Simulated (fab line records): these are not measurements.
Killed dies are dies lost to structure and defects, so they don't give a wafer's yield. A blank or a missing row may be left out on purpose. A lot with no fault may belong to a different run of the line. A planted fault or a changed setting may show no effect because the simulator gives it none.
Which of the tools did it? ; flow sky130 ; 13 lots (39 wafers sampled), 1 step of a 708-step route

== WHAT EACH GAUGE READ, for each wafer ==
SKY_LOCAL_INTERCONNECT_THK_MEAS_02: measures by xrf. Usual: LOCAL_INTERCONNECT_TIN_THK 101.3 nm, standard deviation 1.3.
lot;measured;on;LOCAL_INTERCONNECT_TIN_THK (nm);flag
L930;day 29 07:26;film_metro-03;101.4 102.6 102.7;
L932;day 29 19:11;film_metro-03;103.2 101.6 103.4;
L933;day 29 23:22;film_metro-04;100.6 100.9 101.0;
L934;day 30 23:23;film_metro-03;101.5 102.1 102.1;
L935;day 31 05:44;film_metro-04;101.3 100.3 99.9;
L936;day 31 09:53;film_metro-01;102.8 102.5 103.0;
L937;day 31 21:23;film_metro-04;100.8 99.3 99.7;
L938;day 32 08:07;film_metro-03;100.6 103.1 102.2;
L939;day 32 10:09;film_metro-04;101.7 102.0 101.4;
L947;day 34 20:55;film_metro-01;101.1 101.8 102.6;
L950;day 35 17:23;film_metro-01;102.3 101.5 101.2;
L951;day 36 01:36;film_metro-01;100.5 98.8 99.5;
L952;day 36 03:47;film_metro-03;101.1 100.2 99.3;

== EACH LOT AND THE TOOL THAT RAN IT (in order: tool; ch and the chambers of the sampled wafers; start) ==
The record shows no process step preceding these readings.

== AS READ BY THE TOOLS THEMSELVES (means over the sampled wafers that have a number; for cases with no such wafer, the mark the record gives instead) ==
The record holds no such reading with a usual standard deviation.

== THE ANSWER, worked out from the rows above alone ==
Rule: take the mean of a lot's wafers that have a number; if it is more than 3 standard deviations from the usual mean, the lot is off. A lot without any number at a reading at which 4 lots or more have one is off too. All remaining lots with rows at the step are treated as sound. First the gauges in route order, then the tools' own readings, where a lot's mean is used as printed above. The first step at which some lot is off is used, and at that step the reading that is off furthest; a lot without a number counts as furthest.
Across all readings shown, no lot is off: no conclusion can be drawn from this.

== WHAT THE SIMULATOR HAD PUT IN ==
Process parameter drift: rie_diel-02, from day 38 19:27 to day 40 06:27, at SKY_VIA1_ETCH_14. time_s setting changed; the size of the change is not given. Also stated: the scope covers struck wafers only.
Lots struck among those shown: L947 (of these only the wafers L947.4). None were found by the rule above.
